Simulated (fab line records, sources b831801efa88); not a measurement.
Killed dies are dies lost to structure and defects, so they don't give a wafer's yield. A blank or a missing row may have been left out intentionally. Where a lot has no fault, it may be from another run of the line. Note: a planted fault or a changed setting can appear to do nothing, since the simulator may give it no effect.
Struck lot and sound lot, side by side | flow sky130 | 23 out of 708 route steps
Sound: the wafers L310.1, L310.2, L310.6. Wafers struck: L304.1, L304.4, L304.5. Last of all comes the cause.
Order at every step that has rows: each side's tool, ch and its chambers, its first start. Under that, the readings that differ: sound wafers | struck wafers | difference of the means | sigmas: that difference in standard deviations of wafers without a fault.
alike: a reading whose means differ by less than 2 such deviations, as well as words and numbers matching on both sides. not compared: withheld readings; readings where some wafer has no value; bounds like >300 that might hide an equal value; numbers whose values overlap and for which the record gives no deviation.
The two part at a step that has a row with sigmas, a row that says differs or no value, or rows on one side only. Numbers that don't overlap but have no deviation are shown without sigmas and don't part them. A reading that every wafer of one side lacks parts them only if that side has two wafers or more.

first, 1 step without rows for these wafers: SKY_POLY_GATE_OXIDATION_20 (stabilise 600 s, purge 300 s, target thk 4 nm).
SKY_POLY_GATE_THK_MEAS_21:
  sound on film-metro-04 at day 20 08:32; struck on film-metro-03 at day 18 14:22
  alike: POLY_GATE_OXIDATION_THK
SKY_POLY_GATE_CD_MEAS_22:
  sound on cd-sem-02 at day 20 08:35; struck on cd-sem-01 at day 18 14:25
  alike: cd-nm
then, 7 steps without rows for these wafers: SKY_LDD_N_DEHYDRATE_00 (time 60 s); SKY_LDD_N_HMDS_01 (prime time 60 s); SKY_LDD_N_COAT_02 (resist thk 300 nm); SKY_LDD_N_SOFTBAKE_03 (time 60 s); SKY_LDD_N_EXPOSE_04 (exposes mask NTM, target cd 840 nm); SKY_LDD_N_PEB_05; SKY_LDD_N_DEVELOP_06 (develop time 60 s).
SKY_LDD_N_OVL_MEAS_07:
  sound on overlay-02 at day 21 15:40; struck on overlay-02 at day 19 20:58
  alike: LDD_N_OVL
then, 1 step without rows for these wafers: SKY_LDD_N_IMPLANT_08.
SKY_LDD_N_IMPLANT_09:
  sound on implanter-01 ch 0, day 21 15:51; struck on implanter-03 ch 0, day 19 21:09
  reading            | sound                         | struck                        | difference | sigmas
  dose-ions-cm2      | 7.511e+13 7.494e+13 7.506e+13 | 3.226e+13 3.216e+13 3.233e+13 | -4.279e+13 | -99 or more
  faraday-current-uA | 417 412 416                   | 179 183 179                   | -235       | -28
then, 6 steps without rows for these wafers: SKY_LDD_N_IMPLANT_10; SKY_LDD_N_IMPLANT_11; SKY_LDD_N_IMPLANT_12; SKY_LDD_N_IMPLANT_13; SKY_LDD_N_IMPLANT_14; SKY_LDD_N_IMPLANT_15.
SKY_LDD_N_STRIP_16: strips in O2/N2.
  sound on plasma-asher-02 ch 0,1, day 21 16:54; struck on plasma-asher-03 ch 0,1, day 19 22:12
  reading                      | sound             | struck            | difference | sigmas
  strip-time-to-endpoint-s (s) | 4.311 4.295 4.328 | 4.200 4.190 4.165 | -0.126     | -9
  alike: drypump-motor-current-A, oes-product-au
  not compared: rf-hours-counter-h
SKY_LDD_N_TW_MEAS_17:
  sound on film-metro-01 at day 21 17:00; struck on film-metro-03 at day 19 22:18
  reading  | sound          | struck         | difference | sigmas
  LDD_N_TW | 2603 2595 2600 | 2509 2525 2517 | -82        | -6
then, 1 step without rows for these wafers: SKY_LDD_P_DEHYDRATE_00 (time 60 s).
-- the record jumps here: 27 days lie between the struck wafers' starts before and after (it left off in module LDD_P and takes up again in module PAD_OPEN, whose first step shown is number 708 of the route) --
SKY_PAD_OPEN_PROBE_99:
  sound on prober-01 at day 48 12:24; struck on prober-01 at day 47 08:07
  reading                     | sound             | struck          | difference | sigmas
  model.etest.tip-n.rs-ohm-sq | 441.7 443.5 445.4 | 491.5 493.1 491 | +48.3      |
  alike: killed_at_M0_to_M3, killed_at_M4_up, killed-at-contacts, killed-at-front-end, killed-at-other, killed-dies, killed-open, killed-short
  not compared: model.etest.nfet_01v8_swapped.vt-sat-v

## WHERE THEY PART
Last at SKY_LDD_N_TW_MEAS_17 as far as this record goes, first at SKY_LDD_N_IMPLANT_09. Later steps at which nothing parts them and some readings are alike: SKY_PAD_OPEN_PROBE_99.

WHY: what the simulator had put in
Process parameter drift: implanter-03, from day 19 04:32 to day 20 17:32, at SKY_LDD_N_IMPLANT_09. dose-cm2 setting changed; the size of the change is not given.
